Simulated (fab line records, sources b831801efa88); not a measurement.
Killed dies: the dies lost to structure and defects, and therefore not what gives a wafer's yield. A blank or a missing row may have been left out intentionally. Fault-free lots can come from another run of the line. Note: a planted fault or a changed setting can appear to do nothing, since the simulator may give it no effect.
Check for tools in common    flow sky130    39 wafers sampled across 13 lots

== WHAT PROMPTED THE OPENING ==
Of 13 lots, 2 have the reading LDD_LDN_TW flagged at SKY_LDD_LDN_TW_MEAS_13. No-fault wafers: 1481, standard deviation 5.8.
Rule: a lot is flagged when every wafer of it that has a number lies more than 4 standard deviations from that mean, or none has a number. The rest of the lots are taken to be sound.

lot   measured      on             LDD_LDN_TW, wafer by wafer  flag
L520  day 23 02:55  film metro-04  1479 1482 1479              
L521  day 23 13:10  film metro-01  1483 1487 1481              
L523  day 24 13:40  film metro-01  1481 1492 1488              
L524  day 24 18:49  film metro-01  1480 1484 1481              
L525  day 25 01:53  film metro-04  1482 1479 1486              
L530  day 26 23:35  film metro-02  1586 1585 1580              FLAGGED
L531  day 27 06:08  film metro-01  1582 1577 1574              FLAGGED
L534  day 28 05:47  film metro-02  1487 1490 1488              
L535  day 28 09:34  film metro-02  1489 1478 1477              
L537  day 29 00:01  film metro-01  1477 1480 1480              
L539  day 29 20:28  film metro-02  1499 1481 1487              
L541  day 30 17:27  film metro-01  1476 1478 1476              
L543  day 31 01:49  film metro-02  1477 1479 1479              
The mean of the flagged lots' numbers is 1581, +100 from the usual (+17 standard deviations).

== WHICH TOOL RAN EACH LOT ==
The record holds 1 process step before the reading, out of a route of 708 steps. In each cell: the tool, then ch and the chambers that the sampled wafers went through, then the start.
lot   flag     SKY_LDD_LDN_IMPLANT_10
L520           implanter-03 ch 0, day 23 02:32
L521           implanter-01 ch 0, day 23 12:46
L523           implanter-04 ch 0, day 24 13:16
L524           implanter-04 ch 0, day 24 18:25
L525           implanter-01 ch 0, day 25 01:31
L530  FLAGGED  implanter-03 ch 0, day 26 22:55
L531  FLAGGED  implanter-01 ch 0, day 27 05:26
L534           implanter-03 ch 0, day 28 04:43
L535           implanter-04 ch 0, day 28 09:10
L537           implanter-04 ch 0, day 28 23:38
L539           implanter-03 ch 0, day 29 20:05
L541           implanter-03 ch 0, day 30 17:03
L543           implanter-03 ch 0, day 31 01:25
What the steps here do:
- SKY_LDD_LDN_IMPLANT_10
- SKY_LDD_LDN_TW_MEAS_13

== FLAGGED OVER TOTAL, TOOL BY TOOL (the gauges that took the reading come last) ==
step                    tool           lots run  flagged  share of the flagged lots  sound lots run after its first flagged lot
SKY_LDD_LDN_IMPLANT_10  implanter-01   3         1        some                       0
SKY_LDD_LDN_IMPLANT_10  implanter-03   6         1        some                       4 (L534,L539,L541,L543)
SKY_LDD_LDN_IMPLANT_10  implanter-04   4         0        none                       -
SKY_LDD_LDN_TW_MEAS_13  film metro-01  6         1        some                       2 (L537,L541)
SKY_LDD_LDN_TW_MEAS_13  film metro-02  5         1        some                       4 (L534,L535,L539,L543)
SKY_LDD_LDN_TW_MEAS_13  film metro-04  2         0        none                       -

== WHAT THE TABLE PERMITS ==
No row of the table ran every flagged lot.

== WHAT THE SIMULATOR HAD INSERTED ==
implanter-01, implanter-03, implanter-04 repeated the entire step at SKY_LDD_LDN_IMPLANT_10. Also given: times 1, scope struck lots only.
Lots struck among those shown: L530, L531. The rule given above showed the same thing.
